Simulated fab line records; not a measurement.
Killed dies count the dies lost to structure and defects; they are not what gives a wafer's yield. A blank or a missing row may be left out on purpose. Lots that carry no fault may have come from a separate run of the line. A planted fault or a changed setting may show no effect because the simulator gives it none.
fab line records	flow sky130
[record] lots = 6	wafers = 17	lastDay = 49
route steps=708 shown VIA1@473 METAL2@483 PAD_OPEN@708
lots that met no fault: taken from a fault-free run of the same line
startH: hours from the record's first day to the start of the lot's first wafer shown	waitH: hours since the lot's step before	" the same as in the row above	L1.1+2: a row that stands for several wafers	- either no value or no given start	* or withheld: withheld	< > ~ a bound
route shown NAME@n: NAME is a module with steps in the file, n the number in the route of the first one	usual: mean/standard deviation of fault-free wafers	same: alike in all rows	chamber/n: place in a boat	sites: per-site readings	_std_site: the standard deviation of these	_edge_site: inner sites' mean taken away from outer sites' mean	radiusMm: for every site, how far away it sits from the centre of the wafer	mask NAME#n: copy n	behind: tool/chamber where the wafer was last shaped	hold: why the lot was held/for how many hours/how that ended	device: transistor that didn't switch, given as n, p or np	end of line: the same wafers' tests at the end of the route	a step given without rows: its recipe and nothing more	killed: the dies lost at the first sort to structure and to defects; this is not the yield of the wafer	map: a wafer's dies, x killed, . not, _ none there
set.NAME: setting as actually run; set.NAME@STEP: the setting as run at that earlier step	model.NAME: the simulator's own value behind a step, which no gauge read
a table for each step, a row for each wafer; lots at some steps of the route
services: from which hour (startH, from the record's first day; less than 0 if before it) a tool's chamber was out of use, for how many hours, and why
[[steps]]
[step SKY_VIA1_ETCH_15]
[recipe] target = SiO2	chemistry = C4F8/O2/Ar	targetDepthNm = 351	stopOn = TiN	maskMaterial = KrF-thick	sourceW = 1500	biasW = 1200	pressureMtorr = 40	c4f8FlowSccm = withheld	O2_flow_sccm = 6	Ar_flow_sccm = 300	timeS = 54
[usual] biasW = 1200/3.6	oesProductAu = 0.981/0.0057	rfFwdPowerW = 1487/6.4
lot.wafer	tool	chamber	startH	waitH	biasW	oesProductAu	rfFwdPowerW	rfHoursCounterH
L710.2	rieDiel-02	1	811.86	0.0	1201	0.987	1479	11
L710.3	"	0	"	"	1197	0.983	1478	12
L710.6	"	2	"	"	1192	0.988	1487	-
L711.3	rieDiel-03	0	827.52	0.0	1200	0.999	1479	14
L711.4	"	3	"	"	1205	0.982	1488	11
L711.5	"	3	"	"	1203	0.977	1484	-
L713.2	rieDiel-03	2	833.62	0.0	1199	0.985	1490	14
L713.3	"	0	"	"	1202	0.980	1475	14
L713.4	"	1	"	"	1201	0.980	1485	7
L717.1	rieDiel-02	1	866.51	0.0	1199	0.981	1487	12
L717.5	"	0	"	"	1204	0.981	1487	-
L717.6	"	1	"	"	1195	0.985	1486	-
L725.2	rieDiel-02	3	926.52	0.0	1205	0.980	1486	21
L725.3	"	2	"	"	1199	0.974	1495	10
L725.4	"	1	"	"	1197	0.976	1478	13
L728.1	rieDiel-03	1	943.87	0.0	1200	0.982	1488	10
L728.6	"	2	"	"	1205	0.991	1481	-
[step SKY_VIA1_STRIP_16]
[recipe] chemistry = O2/N2	powerW = 1400	pressureMtorr = 1500	platenTempC = withheld	o2FlowSccm = 3000	n2FlowSccm = 300	overashFraction = 0.5
[step SKY_VIA1_STRIP_17]
[recipe] chemistry = postEtchResidueRemover	timeS = 1200	tempC = 72.5
[step SKY_VIA1_CLEAN_18]
[recipe] chemistry = IPA	timeS = 180	tempC = 25
[step SKY_VIA1_CLEAN_19]
[recipe] chemistry = O3/DIW	dry = n2Spin
[step SKY_VIA1_SPUTTER_20]
[recipe] material = TiN	targetThkNm = 20	chamberPressurePa = 5	powerW = 4000	timeS = 80
[step SKY_VIA1_CVD_21]
[recipe] material = W	targetThkNm = 270	timeS = 80.902	tempC = 400	pressureTorr = 40
[step SKY_VIA1_RS_MEAS_22]
[recipe] thkMeasGauge = four-point-probe	reads = W_of_VIA1_CVD_21+TiN_of_VIA1_SPUTTER_20
[usual] VIA1_W_RS = 0.428/0.005
lot.wafer	tool	chamber	startH	waitH	VIA1_W_RS[ohm/sq]
L710.2	filmMetro-04	-	812.83	0.1	0.438
L710.3	"	-	"	"	0.430
L710.6	"	-	"	"	0.432
L711.3	filmMetro-02	-	828.41	0.1	0.425
L711.4	"	-	"	"	0.432
L711.5	"	-	"	"	0.430
L713.2	filmMetro-04	-	834.87	0.1	0.435
L713.3	"	-	"	"	0.428
L713.4	"	-	"	"	0.428
L717.1	filmMetro-04	-	867.35	0.1	0.431
L717.5	"	-	"	"	0.431
L717.6	"	-	"	"	0.435
L725.2	filmMetro-03	-	927.33	0.1	0.424
L725.3	"	-	"	"	0.423
L725.4	"	-	"	"	0.421
L728.1	filmMetro-04	-	944.70	0.1	0.421
L728.6	"	-	"	"	0.423
[step SKY_VIA1_THK_MEAS_23]
[recipe] thkMeasGauge = xrf	reads = W_of_VIA1_CVD_21
[usual] VIA1_W_THK = 265/4.5
lot.wafer	tool	chamber	startH	waitH	VIA1_W_THK[nm]
L710.2	filmMetro-04	-	812.94	0.1	255
L710.3	"	-	"	"	261
L710.6	"	-	"	"	260
L711.3	filmMetro-02	-	828.51	0.1	267
L711.4	"	-	"	"	261
L711.5	"	-	"	"	263
L713.2	filmMetro-04	-	834.98	0.1	257
L713.3	"	-	"	"	261
L713.4	"	-	"	"	261
L717.1	filmMetro-04	-	867.47	0.1	262
L717.5	"	-	"	"	262
L717.6	"	-	"	"	262
L725.2	filmMetro-03	-	927.44	0.1	272
L725.3	"	-	"	"	272
L725.4	"	-	"	"	272
L728.1	filmMetro-04	-	944.82	0.1	268
L728.6	"	-	"	"	266
[step SKY_VIA1_CMP_24]
[recipe] stopOn = SiO2	tOverpolishS = 15	downForcePsi = 3.5	platenRpm = 60	targetThkNm = 0	padVelocityMS = 0.94248
[usual] motorCurrentA = 11.7/1.3	overpolishRunS = 15.000/0.0092	timeToEndpointS = 64.4/2.8
lot.wafer	tool	chamber	startH	waitH	motorCurrentA	overpolishRunS	timeToEndpointS
L710.3	cmp-01	0	812.99	0.0	11.8	15.007	66.3
L710.2	"	2	"	"	13.5	14.985	62.7
L710.6	"	0	"	"	11.7	14.993	66.8
L711.4	cmp-01	0	828.65	0.1	12.1	14.997	69.2
L711.3	"	1	"	"	11.2	15.007	62.7
L711.5	"	3	"	"	11.0	15.004	61.3
L713.3	cmp-01	1	835.08	0.1	10.4	15.007	60.3
L713.2	"	2	"	"	13.6	15.013	64.5
L713.4	"	3	"	"	11.0	14.996	61.6
L717.1	cmp-01	0	867.63	0.1	12.8	15.003	71.5
L717.6	"	2	"	"	13.9	15.003	65.8
L717.5	"	3	"	"	11.2	14.999	66.1
L725.3	cmp-01	1	927.54	0.1	10.6	14.980	61.0
L725.2	"	2	"	"	13.9	15.006	62.4
L725.4	"	3	"	"	10.7	15.014	61.3
L728.1	cmp-02	0	945.05	0.2	9.7	14.993	60.0
L728.6	"	1	"	"	11.1	14.998	61.8
[step SKY_METAL2_SPUTTER_00]
[recipe] material = Ti	targetThkNm = 15	powerW = 3000	timeS = 10	chamberPressurePa = 0.4
[step SKY_METAL2_SPUTTER_01]
[recipe] material = TiN	targetThkNm = 20	powerW = 6500	timeS = 16.7	chamberPressurePa = 0.4
[step SKY_METAL2_SPUTTER_02]
[recipe] material = AlCu	targetThkNm = 250	powerW = 10600	timeS = 13.3	chamberPressurePa = 0.4
[usual] throttleValvePct = 30.0/0.96
lot.wafer	tool	chamber	startH	waitH	throttleValvePct	model.AlCu_of_METAL2_SPUTTER_02.thkNm
L710.2	pvdSputter-01	-	813.34	0.0	31.7	252.7
L710.3	"	-	"	"	30.2	251.8
L710.6	"	-	"	"	30.5	253.3
L711.3	pvdSputter-01	-	828.90	0.0	31.6	250.6
L711.4	"	-	"	"	30.0	250.4
L711.5	"	-	"	"	29.9	252.1
L713.2	pvdSputter-02	-	835.37	0.0	30.0	257.4
L713.3	"	-	"	"	29.3	254.1
L713.4	"	-	"	"	31.9	255.6
L717.1	pvdSputter-02	-	867.87	0.0	29.7	255.2
L717.5	"	-	"	"	29.6	255.7
L717.6	"	-	"	"	31.9	253.5
L725.2	pvdSputter-02	-	927.84	0.0	29.3	252.7
L725.3	"	-	"	"	31.9	242.5
L725.4	"	-	"	"	29.9	255.6
L728.1	pvdSputter-02	-	945.40	0.0	29.4	237.6
L728.6	"	-	"	"	29.5	245.6
[step SKY_METAL2_SPUTTER_03]
[recipe] material = Ti	targetThkNm = 5	powerW = 3000	timeS = 3.3	chamberPressurePa = 0.4
[step SKY_METAL2_SPUTTER_04]
[recipe] material = TiN	targetThkNm = 70	powerW = 6500	timeS = 58.3	chamberPressurePa = 0.4
[usual] throttleValvePct = 30.0/0.98
lot.wafer	tool	chamber	startH	waitH	throttleValvePct
L710.2	pvdSputter-01	-	813.38	0.0	31.7
L710.3	"	-	"	"	30.1
L710.6	"	-	"	"	30.1
L711.3	pvdSputter-01	-	828.94	0.0	31.7
L711.4	"	-	"	"	30.2
L711.5	"	-	"	"	29.9
L713.2	pvdSputter-02	-	835.42	0.0	29.8
L713.3	"	-	"	"	29.3
L713.4	"	-	"	"	32.1
L717.1	pvdSputter-02	-	867.92	0.0	29.8
L717.5	"	-	"	"	29.7
L717.6	"	-	"	"	32.0
L725.2	pvdSputter-02	-	927.88	0.0	29.4
L725.3	"	-	"	"	31.8
L725.4	"	-	"	"	29.6
L728.1	pvdSputter-02	-	945.44	0.0	29.4
L728.6	"	-	"	"	29.3
[step SKY_METAL2_RS_MEAS_05]
[recipe] thkMeasGauge = four-point-probe	reads = TiN_of_METAL2_SPUTTER_04+Ti_of_METAL2_SPUTTER_03+AlCu_of_METAL2_SPUTTER_02+TiN_of_METAL2_SPUTTER_01+Ti_of_METAL2_SPUTTER_00
[usual] METAL2_ALCU_RS = 0.1257/0.0015
lot.wafer	tool	chamber	startH	waitH	METAL2_ALCU_RS[ohm/sq]
L710.2	filmMetro-03	-	813.45	0.0	0.1254
L710.3	"	-	"	"	0.1259
L710.6	"	-	"	"	0.1252
L711.3	filmMetro-03	-	829.03	0.1	0.1263
L711.4	"	-	"	"	0.1264
L711.5	"	-	"	"	0.1258
L713.2	filmMetro-01	-	835.49	0.0	0.1229
L713.3	"	-	"	"	0.1245
L713.4	"	-	"	"	0.1239
L717.1	filmMetro-02	-	867.97	0.0	0.1241
L717.5	"	-	"	"	0.1239
L717.6	"	-	"	"	0.1249
L725.2	filmMetro-02	-	927.95	0.0	0.1254
L725.3	"	-	"	"	0.1306
L725.4	"	-	"	"	0.1237
L728.1	filmMetro-01	-	945.49	0.0	0.1334
L728.6	"	-	"	"	0.1293
[step SKY_METAL2_THK_MEAS_06]
[recipe] thkMeasGauge = xrf	reads = AlCu_of_METAL2_SPUTTER_02
[usual] METAL2_ALCU_THK = 256/3.3
lot.wafer	tool	chamber	startH	waitH	METAL2_ALCU_THK[nm]
L710.2	filmMetro-03	-	813.56	0.1	255
L710.3	"	-	"	"	254
L710.6	"	-	"	"	257
L711.3	filmMetro-03	-	829.13	0.1	256
L711.4	"	-	"	"	257
L711.5	"	-	"	"	258
L713.2	filmMetro-01	-	835.60	0.1	263
L713.3	"	-	"	"	259
L713.4	"	-	"	"	261
L717.1	filmMetro-02	-	868.09	0.1	259
L717.5	"	-	"	"	261
L717.6	"	-	"	"	258
L725.2	filmMetro-02	-	928.06	0.1	257
L725.3	"	-	"	"	245
L725.4	"	-	"	"	259
L728.1	filmMetro-01	-	945.61	0.1	241
L728.6	"	-	"	"	250
[step SKY_METAL2_DEHYDRATE_07]
[recipe] tempC = 200	timeS = 60
[step SKY_METAL2_HMDS_08]
[recipe] primeTimeS = 60	primeTempC = 120
[step SKY_METAL2_COAT_09]
[recipe] resist = BARC	tempC = withheld	timeS = withheld	spinRpm = 3000	resistThkNm = 60
[step SKY_METAL2_COAT_10]
[recipe] resist = KrF-thick	spinRpm = 3000	resistThkNm = 450
[step SKY_METAL2_SOFTBAKE_11]
[recipe] tempC = 100	timeS = 90	resist = KrF-thick
[step SKY_METAL2_EXPOSE_12]
[recipe] maskId = MM2	na = 0.8	sourceShape = annular	sigmaInner = 0.55	sigmaOuter = 0.85	targetCdNm = 140	doseMj = 28
[step SKY_METAL2_PEB_13]
[recipe] pebTempC = withheld	pebTimeS = withheld	resist = KrF-thick
[step SKY_METAL2_DEVELOP_14]
[recipe] developTimeS = 60	resist = KrF-thick	devTempC = 21
[step SKY_METAL2_CD_MEAS_15]
[recipe] targetCdNm = 140
[usual] cdNm = 139.9/1.5
lot.wafer	tool	chamber	startH	waitH	cdNm
L710.2	cdSem-01	-	840.50	-	139.9
L710.3	"	-	"	"	140.4
L710.6	"	-	"	"	140.9
L711.3	cdSem-02	-	854.87	-	139.6
L711.4	"	-	"	"	140.2
L711.5	"	-	"	"	140.6
L713.2	cdSem-02	-	862.11	-	137.1
L713.3	"	-	"	"	138.2
L713.4	"	-	"	"	138.0
L717.1	cdSem-02	-	893.64	-	136.9
L717.5	"	-	"	"	138.0
L717.6	"	-	"	"	136.6
L725.2	cdSem-01	-	952.08	-	141.3
L725.3	"	-	"	"	140.6
L725.4	"	-	"	"	138.8
L728.1	cdSem-01	-	969.37	-	139.0
L728.6	"	-	"	"	140.5
[step SKY_METAL2_OVL_MEAS_16]
[usual] METAL2_OVL = 1/5.9
lot.wafer	tool	chamber	startH	waitH	METAL2_OVL[nm]
L710.2	overlay-02	-	840.61	0.1	-2
L710.3	"	-	"	"	-1
L710.6	"	-	"	"	1
L711.3	overlay-02	-	854.97	0.1	-2
L711.4	"	-	"	"	1
L711.5	"	-	"	"	2
L713.2	overlay-01	-	862.21	0.1	-2
L713.3	"	-	"	"	8
L713.4	"	-	"	"	-1
L717.1	overlay-01	-	893.76	0.1	3
L717.5	"	-	"	"	4
L717.6	"	-	"	"	9
L725.2	overlay-01	-	952.19	0.1	-1
L725.3	"	-	"	"	0
L725.4	"	-	"	"	-2
L728.1	overlay-01	-	969.49	0.1	3
L728.6	"	-	"	"	1
[step SKY_METAL2_DESCUM_17]
[recipe] chemistry = O2	sourcePowerW = 150	biasPowerW = 0	pressureMtorr = 10	tempC = 40	timeS = 8
[usual] drypumpMotorCurrentA = 5.59/0.29	oesProductAu = 0.997/0.012	rfFwdPowerW = 147.0/0.86
lot.wafer	tool	chamber	startH	waitH	drypumpMotorCurrentA	oesProductAu	rfFwdPowerW	rfHoursCounterH
L710.2	rieMetal-02	0	840.64	0.0	5.19	1.003	145.7	16
L710.3	"	1	"	"	5.60	0.994	148.4	-
L710.6	"	0	"	"	5.17	1.002	146.3	-
L711.3	rieMetal-02	1	855.01	0.0	5.58	0.979	147.6	-
L711.4	"	1	"	"	5.58	0.989	147.9	-
L711.5	"	1	"	"	5.58	0.995	147.5	-
L713.2	rieMetal-03	1	862.24	0.0	6.26	1.002	146.5	18
L713.3	"	0	"	"	5.73	1.002	145.9	-
L713.4	"	1	"	"	6.25	0.998	146.6	-
L717.1	rieMetal-02	1	893.79	0.0	5.60	0.991	148.2	6
L717.5	"	0	"	"	5.15	1.014	145.7	-
L717.6	"	1	"	"	5.60	0.993	148.2	-
L725.2	rieMetal-04	0	952.22	0.0	5.74	0.991	147.7	9
L725.3	"	1	"	"	5.44	1.016	146.8	-
L725.4	"	0	"	"	5.75	0.986	147.9	-
L728.1	rieMetal-04	1	969.52	0.0	5.44	0.997	146.9	8
L728.6	"	1	"	"	5.41	1.009	146.0	-
[step SKY_METAL2_ETCH_18]
[recipe] chemistry = N2/H2	target = BARC	ionEnergyEv = 200	biasW = 100	pressureMtorr = 30	n2FlowSccm = 100	h2FlowSccm = 200	icpW = 500	stopOn = SiO2	timeS = 45.9	targetDepthA = 600
[usual] biasW = 99.9/0.3	drypumpMotorCurrentA = 5.59/0.29	h2FlowSccm = 200.0/0.59	oesProductAu = 0.856/0.0043	rfFwdPowerW = 493.9/2.3	throttleValvePct = 13.225/0.0092
lot.wafer	tool	chamber	startH	waitH	biasW	drypumpMotorCurrentA	h2FlowSccm	oesProductAu	rfFwdPowerW	rfHoursCounterH	throttleValvePct
L710.2	rieMetal-02	0	840.67	0.0	99.6	5.14	200.8	0.854	494.0	16	13.226
L710.3	"	1	"	"	100.4	5.59	200.9	0.852	494.9	-	13.212
L710.6	"	0	"	"	99.8	5.16	200.5	0.861	492.8	-	13.232
L711.3	rieMetal-02	1	855.10	0.1	99.5	5.59	199.3	0.854	496.6	-	13.229
L711.4	"	1	"	"	99.8	5.61	199.4	0.858	491.7	-	13.231
L711.5	"	1	"	"	99.8	5.57	199.6	0.859	495.2	-	13.205
L713.2	rieMetal-03	1	862.27	0.0	99.8	6.29	199.8	0.859	495.2	18	13.208
L713.3	"	0	"	"	99.8	5.77	200.1	0.862	491.1	-	13.214
L713.4	"	1	"	"	100.2	6.27	200.3	0.856	494.8	-	13.221
L717.1	rieMetal-02	1	893.82	0.0	99.6	5.58	199.9	0.848	495.8	6	13.230
L717.5	"	0	"	"	100.0	5.14	200.6	0.864	493.3	-	13.207
L717.6	"	1	"	"	100.1	5.59	200.9	0.850	497.0	-	13.226
L725.2	rieMetal-04	0	952.25	0.0	99.7	5.76	200.1	0.854	494.2	9	13.228
L725.3	"	1	"	"	100.8	5.46	200.6	0.848	490.4	-	13.225
L725.4	"	0	"	"	100.4	5.74	200.1	0.852	495.0	-	13.227
L728.1	rieMetal-04	1	969.56	0.0	100.2	5.43	199.7	0.854	491.5	8	13.220
L728.6	"	1	"	"	99.8	5.42	199.4	0.855	489.6	-	13.237
[step SKY_METAL2_METAL_ETCH_19]
[recipe] targetDepthA = 3600	stopOn = SiO2	overEtchFrac = 0.3	timeS = 78	chemistry = Cl2/BCl3	resistSidewallDeg = 88	pressureMtorr = 10	icpW = 900	biasW = 48.5	Cl2_flow_sccm = 60	bcl3FlowSccm = 30
[usual] biasW = 48.52/0.16	drypumpMotorCurrentA = 5.59/0.29	oesProductAu = 0.858/0.0061	rfFwdPowerW = 893/3.8	throttleValvePct = 22.264/0.01
lot.wafer	tool	chamber	startH	waitH	biasW	drypumpMotorCurrentA	oesProductAu	rfFwdPowerW	rfHoursCounterH	throttleValvePct	model.etch.depthNm	model.METAL2.featureDepthNm
L710.2	rieMetal-02	0	840.74	0.0	48.24	5.13	0.857	889	16	22.277	363.2	363.2
L710.3	"	1	"	"	48.42	5.58	0.857	894	-	22.280	362.2	362.2
L710.6	"	0	"	"	48.30	5.13	0.867	889	-	22.273	363.7	363.7
L711.3	rieMetal-02	1	855.24	0.1	48.69	5.63	0.853	894	-	22.260	359.9	359.9
L711.4	"	1	"	"	48.68	5.60	0.852	902	-	22.257	360	360
L711.5	"	1	"	"	48.76	5.57	0.860	895	-	22.280	361.5	361.5
L713.2	rieMetal-03	1	862.34	0.0	48.74	6.26	0.859	889	18	22.260	367.1	367.1
L713.3	"	0	"	"	48.47	5.72	0.864	894	-	22.269	365.2	365.2
L713.4	"	1	"	"	48.65	6.27	0.865	893	-	22.248	366.3	366.3
L717.1	rieMetal-02	1	893.89	0.0	48.50	5.59	0.859	900	6	22.248	364.6	364.6
L717.5	"	0	"	"	48.26	5.12	0.856	890	-	22.262	364.8	364.8
L717.6	"	1	"	"	48.59	5.62	0.855	899	-	22.257	364	364
L725.2	rieMetal-04	0	952.31	0.0	48.47	5.73	0.859	896	9	22.256	363.3	363.3
L725.3	"	1	"	"	48.62	5.45	0.849	893	-	22.262	353.8	353.8
L725.4	"	0	"	"	48.36	5.74	0.856	900	-	22.278	365	365
L728.1	rieMetal-04	1	969.62	0.0	48.67	5.44	0.861	893	8	22.265	368.8	368.8
L728.6	"	1	"	"	48.70	5.41	0.850	891	-	22.259	356.4	356.4
[step SKY_METAL2_STRIP_20]
[recipe] chemistry = O2/N2	powerW = 1400	pressureMtorr = 1500	platenTempC = withheld	o2FlowSccm = 3000	n2FlowSccm = 300	overashFraction = 0.5
[step SKY_PAD_OPEN_PROBE_99]
[usual] defectLimitedYield = 82.6/1.8	killed_at_M0_to_M3 = 43/6.4	killed_at_M4_up = 2.8/1.7	killedAtContacts = 24/5.5	killedAtFrontEnd = 15/4	killedAtOther = 0.3/0.54	killedDies = 86/9.1	killedOpen = 47/6.6	killedShort = 39/6.2	sort_bin_3_pad_short = 0.9/0.45	sort_bin_5_function = 10.4/1.4	sort_bin_6_memory = 6.2/1.1	sortNPass = 406/9.1	sortYieldPct = 82.6/1.8
[same] grossDies = 492	killedAtBackSide = 0	sort_bin_4_leakage[%] = 0	sort_bin_8_speed[%] = 0
lot.wafer	tool	chamber	startH	waitH	defectLimitedYield[%]	killed_at_M0_to_M3	killed_at_M4_up	killedAtContacts	killedAtFrontEnd	killedAtOther	killedDies	killedOpen	killedShort	sort_bin_3_pad_short[%]	sort_bin_5_function[%]	sort_bin_6_memory[%]	sortNPass	sortYieldPct[%]
L710.2	prober-01	-	1092.20	0.1	79.9	49	4	33	13	0	99	46	53	0.8	11.4	7.9	393	79.9
L710.3	prober-01	-	1092.25	0.2	82.3	41	2	25	19	0	87	37	50	1.6	10.6	5.5	405	82.3
L710.6	prober-01	-	1092.40	0.2	84.8	36	5	21	12	1	75	45	30	0.8	9.8	4.7	417	84.8
L711.3	prober-02	-	1105.39	0.2	80.7	51	1	22	20	1	95	60	35	0.6	10.8	7.9	397	80.7
L711.4	prober-02	-	1105.44	0.2	82.9	41	4	24	15	0	84	49	35	0.8	10.6	5.7	408	82.9
L711.5	prober-02	-	1105.49	0.2	82.7	37	2	28	17	1	85	42	43	1.8	9.8	5.7	407	82.7
L713.2	prober-02	-	1110.08	0.1	84.6	44	2	19	11	0	76	47	29	0.6	9.3	5.5	416	84.6
L713.3	prober-02	-	1110.13	0.2	85.2	38	2	18	14	1	73	39	34	0.2	11.4	3.3	419	85.2
L713.4	prober-02	-	1110.18	0.2	83.1	43	3	28	8	1	83	45	38	0.2	10.6	6.1	409	83.1
L717.1	prober-02	-	1133.97	0.1	79.5	56	2	25	18	0	101	58	43	1.8	12.2	6.5	391	79.5
L717.5	prober-02	-	1134.17	0.2	80.9	52	2	29	11	0	94	58	36	0.4	12.0	6.7	398	80.9
L717.6	prober-02	-	1134.22	0.2	81.3	48	1	33	9	1	92	50	42	0.6	11.2	6.9	400	81.3
L725.2	prober-02	-	1174.80	0.1	83.5	41	3	19	18	0	81	46	35	0.6	11.0	4.9	411	83.5
L725.3	prober-02	-	1174.85	0.2	83.9	47	2	16	13	1	79	46	33	0.8	9.6	5.7	413	83.9
L725.4	prober-02	-	1174.90	0.2	82.9	41	3	27	13	0	84	48	36	0.6	10.4	6.1	408	82.9
// killed by level:class
L710.2 METAL1:geometricParticle:short=11 CONTACT:geometricParticle:short=10 LI_CONTACT:geometricParticle:open=9 VIA1:geometricParticle:open=9 CONTACT:geometricParticle:open=8 VIA1:geometricParticle:short=7 LOCAL_INTERCONNECT:geometricParticle:short=5 VIA2:geometricParticle:open=5
L710.3 METAL1:geometricParticle:short=8 VIA3:geometricParticle:open=6 LI_CONTACT:geometricParticle:open=6 CONTACT:geometricParticle:short=6 CONTACT:geometricParticle:open=6 VIA1:geometricParticle:open=6 FIELD_ISO:geometricParticle:short=5 POLY_GATE:geometricParticle:short=5
L710.6 CONTACT:geometricParticle:open=9 VIA1:geometricParticle:open=8 VIA2:geometricParticle:open=7 VIA3:geometricParticle:open=6 LI_CONTACT:geometricParticle:open=5 METAL1:geometricParticle:short=4 METAL4:geometricParticle:short=4 FIELD_ISO:geometricParticle:short=3
L711.3 VIA1:geometricParticle:open=15 VIA2:geometricParticle:open=10 SPACER:geometricParticle:open=8 CONTACT:geometricParticle:open=8 VIA3:geometricParticle:open=8 LOCAL_INTERCONNECT:geometricParticle:short=5 METAL1:geometricParticle:short=5 POLY_CUT:geometricParticle:short=4
L711.4 VIA1:geometricParticle:open=9 VIA3:geometricParticle:open=8 CONTACT:geometricParticle:open=7 LI_CONTACT:geometricParticle:open=7 LOCAL_INTERCONNECT:geometricParticle:short=6 POLY_GATE:geometricParticle:short=5 VIA2:geometricParticle:open=5 FIELD_ISO:geometricParticle:open=4
L711.5 CONTACT:geometricParticle:open=8 CONTACT:geometricParticle:short=7 VIA1:geometricParticle:open=7 FIELD_ISO:geometricParticle:open=6 VIA3:geometricParticle:short=6 LOCAL_INTERCONNECT:geometricParticle:short=5 METAL1:geometricParticle:short=5 POLY_GATE:geometricParticle:open=4
L713.2 VIA1:geometricParticle:open=11 VIA2:geometricParticle:open=7 CONTACT:geometricParticle:open=6 VIA3:geometricParticle:open=6 LI_CONTACT:geometricParticle:open=5 FIELD_ISO:geometricParticle:open=4 METAL2:geometricParticle:short=4 LOCAL_INTERCONNECT:geometricParticle:short=3
L713.3 VIA1:geometricParticle:open=7 VIA2:geometricParticle:open=7 VIA3:geometricParticle:open=6 LI_CONTACT:geometricParticle:open=5 METAL1:geometricParticle:short=5 LI_CONTACT:geometricParticle:short=4 CONTACT:geometricParticle:open=4 METAL2:geometricParticle:short=4
L713.4 CONTACT:geometricParticle:open=11 VIA1:geometricParticle:open=9 LI_CONTACT:geometricParticle:open=7 VIA2:geometricParticle:open=6 METAL1:geometricParticle:short=6 METAL2:geometricParticle:short=6 CONTACT:geometricParticle:short=5 METAL3:geometricParticle:short=5
L717.1 VIA3:geometricParticle:open=11 VIA1:geometricParticle:open=9 CONTACT:geometricParticle:open=8 FIELD_ISO:geometricParticle:open=7 VIA2:geometricParticle:open=6 POLY_GATE:geometricParticle:open=6 LI_CONTACT:geometricParticle:open=6 CONTACT:geometricParticle:short=6
L717.5 VIA1:geometricParticle:open=15 CONTACT:geometricParticle:open=11 LI_CONTACT:geometricParticle:open=8 VIA1:geometricParticle:short=6 VIA3:geometricParticle:open=5 METAL1:geometricParticle:short=5 LI_CONTACT:geometricParticle:short=4 METAL2:geometricParticle:short=4
L717.6 CONTACT:geometricParticle:open=10 VIA1:geometricParticle:open=9 CONTACT:geometricParticle:short=7 VIA2:geometricParticle:open=7 VIA3:geometricParticle:open=6 LI_CONTACT:geometricParticle:open=6 VIA1:geometricParticle:short=6 LOCAL_INTERCONNECT:geometricParticle:short=5
L725.2 VIA2:geometricParticle:open=8 LI_CONTACT:geometricParticle:open=8 VIA1:geometricParticle:open=8 VIA3:geometricParticle:open=8 METAL3:geometricParticle:short=6 POLY_GATE:geometricParticle:short=5 FIELD_ISO:geometricParticle:short=4 POLY_GATE:geometricParticle:open=4
L725.3 VIA2:geometricParticle:open=14 VIA1:geometricParticle:open=9 LI_CONTACT:geometricParticle:short=5 METAL1:geometricParticle:short=5 VIA3:geometricParticle:open=5 FIELD_ISO:geometricParticle:open=4 POLY_GATE:geometricParticle:open=4 VIA2:geometricParticle:short=3
L725.4 VIA1:geometricParticle:open=14 LI_CONTACT:geometricParticle:open=8 CONTACT:geometricParticle:open=8 CONTACT:geometricParticle:short=7 METAL2:geometricParticle:short=5 METAL3:geometricParticle:short=5 VIA2:geometricParticle:open=5 VIA3:geometricParticle:open=5
[[services]]
tool	chamber	startH	hours	kind
cmp-01	-	801.21	0.7	repair
cmp-02	-	801.94	3.8	pm
cmp-02	-	808.34	0.3	repair
cmp-01	-	836.15	2.3	repair
pvdSputter-02	0	837.40	-	consumableReplace:kit
pvdSputter-02	0	837.40	18.0	scheduledDown
rieMetal-02	0	852.67	-	clean
rieMetal-02	0	852.67	26.0	scheduledDown
rieMetal-02	0	852.67	26.0	ventCycle
cmp-02	-	856.34	0.8	repair
pvdSputter-01	-	877.67	0.8	repair
cmp-02	-	879.96	1.3	repair
cmp-01	-	881.02	5.1	repair
cmp-02	-	890.57	10.9	pm
rieMetal-04	0	901.40	2.6	repair
cmp-01	-	912.30	4.0	pm
cmp-01	-	918.90	8.5	repair
rieMetal-04	1	919.18	1.1	repair
pvdSputter-01	-	919.69	3.4	repair
cmp-02	-	927.13	1.0	repair
cmp-01	-	932.15	14.6	pm
rieDiel-02	1	943.55	3.6	repair
rieMetal-03	0	944.44	4.7	repair
pvdSputter-01	-	956.24	1.9	repair
[[key]]
[firstSign] step = SKY_METAL2_RS_MEAS_05	reading = METAL2_ALCU_RS	direction = up	sigmas = 4.2	usual = 0.1257	struck = 0.1320
[effect] step = SKY_METAL2_THK_MEAS_06	reading = METAL2_ALCU_THK	direction = down	sigmas = 4	usual = 256	struck = 243
[modelEffect] step = SKY_METAL2_SPUTTER_02	value = AlCu_of_METAL2_SPUTTER_02.thkNm	without = 251.2	struck = 240
[modelEffect] step = SKY_METAL2_METAL_ETCH_19	value = etch.depthNm	without = 362.3	struck = 361.3
metAt SKY_METAL2_SPUTTER_02
struckWafers L725.3,L728.1
sortLeftOut L728.1
onsetBetween 867.87 927.84
[fault] kind = processParameterDrift	tool = pvdSputter-02	chamber = -	onsetH = 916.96	steps = SKY_METAL2_SPUTTER_02	channel = timeS	offset = *	shape = step	endH = 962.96	scope = struckWafersOnly	actsIn = *	stated = *
// sortLeftOut: the simulated sort isn't trusted on such a fault, so these wafers' sort isn't shown, and their yield isn't known
